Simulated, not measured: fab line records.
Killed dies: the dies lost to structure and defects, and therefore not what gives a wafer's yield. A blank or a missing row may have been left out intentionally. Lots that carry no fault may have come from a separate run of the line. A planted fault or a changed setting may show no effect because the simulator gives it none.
Comparing a struck lot with a sound one / flow sfq-line / 14 out of 325 route steps
Sound: these wafers, L740.4, L740.5, L740.6. Struck: wafer L753.6. (L753.1, L753.4 of the same lot were not struck and are left out.) The cause comes at the end.
For every step that has rows: the tool of each side, followed by ch and its chambers, followed by its first start. Under that, the readings that differ: sound wafers / struck wafers / difference of the means / sigmas: that difference in standard deviations of wafers without a fault.
alike: readings whose means differ by less than 2 such deviations, and words and numbers that are the same on both sides. not compared: withheld readings, readings that some wafer has no value for, bounds like >300 that may hide the same value, and numbers for which the record gives no deviation and whose values overlap.
Wherever a step has rows on one side only, a row that says differs or no value, or a row with sigmas, the two part there. Numbers that have no deviation but don't overlap get no sigmas and don't part them. Lack of a reading on every wafer of one side parts them only where that side has two or more wafers.

SFQ_INCOMING_BOW_MEAS_900:
  sound: film-metro-01 at day 1 15:04; struck: film-metro-01 at day 4 08:00
  alike: INCOMING_BOW
then, 1 step without rows for these wafers: SFQ_TRILAYER_INCOMING_OXIDATION_002 (target thk 500 nm, ox time 4939 s).
SFQ_TRILAYER_L0_DEP_SPUTTER_003: material MoNx KI, target thk 40 nm, time 100 s.
  sound: pvd-sputter-05 at day 1 17:29; struck: pvd-sputter-03 at day 4 10:29
  alike: throttle-valve-pct
SFQ_L0_RS_MEAS_901: measures by four-point-probe.
  sound: film-metro-04 at day 1 17:37; struck: film-metro-03 at day 4 10:34
reading=L0_MONX_KI_RS (ohm/sq); sound=44.1 43.8 43.9; struck=48.8; difference=+4.9; sigmas=+8
SFQ_L0_THK_MEAS_902: measures by xrf.
  sound: film-metro-04 at day 1 17:43; struck: film-metro-03 at day 4 10:41
reading=L0_MONX_KI_THK (nm); sound=40.1 40.2 40.4; struck=36.6; difference=-3.6; sigmas=-7
then, 6 steps without rows for these wafers: SFQ_TRILAYER_L0_LITHO_COAT_010 (resist thk 62 nm); SFQ_TRILAYER_L0_LITHO_COAT_005 (resist thk 595 nm); SFQ_TRILAYER_L0_LITHO_SOFTBAKE_009; SFQ_TRILAYER_L0_LITHO_EXPOSE_006 (exposes mask L0, target cd 2000 nm); SFQ_TRILAYER_L0_LITHO_PEB_008 (peb time 60 s); SFQ_TRILAYER_L0_LITHO_DEVELOP_007 (time 60 s).
SFQ_TRILAYER_L0_BARC_OPEN_METAL_ETCH_010: etches BARC in O2, target depth 125 nm, time 41.7 s.
  sound on rie-metal-02 ch 0,1, day 2 12:54; struck on rie-metal-04 ch 1, day 5 10:57
  alike: drypump-motor-current-A, oes-product-au
  not compared: rf-hours-counter-h
SFQ_TRILAYER_L0_ETCH_METAL_ETCH_008: etches MoNx KI in SF6/O2, stops on SiO2, target depth 50 nm, time 25 s.
  sound on rie-metal-02 ch 0,1, day 2 12:57; struck on rie-metal-04 ch 1, day 5 11:01
reading=oes-product-au (a.u.); sound=0.860 0.872 0.873; struck=0.826; difference=-0.042; sigmas=-5
  alike: drypump-motor-current-A
  not compared: rf-hours-counter-h
SFQ_TRILAYER_L0_STRIP_STRIP_009: strips in O2.
  sound on rie-metal-02 ch 0,1, day 2 13:11; struck on rie-metal-04 ch 1, day 5 11:03
  alike: drypump-motor-current-A, oes-product-au
  not compared: rf-hours-counter-h

WHERE THEY PART
Earliest at SFQ_L0_RS_MEAS_901; latest, in this record, at SFQ_TRILAYER_L0_ETCH_METAL_ETCH_008. Later steps at which nothing parts them and some readings are alike: SFQ_TRILAYER_L0_STRIP_STRIP_009.

WHY: the cause the simulator had injected
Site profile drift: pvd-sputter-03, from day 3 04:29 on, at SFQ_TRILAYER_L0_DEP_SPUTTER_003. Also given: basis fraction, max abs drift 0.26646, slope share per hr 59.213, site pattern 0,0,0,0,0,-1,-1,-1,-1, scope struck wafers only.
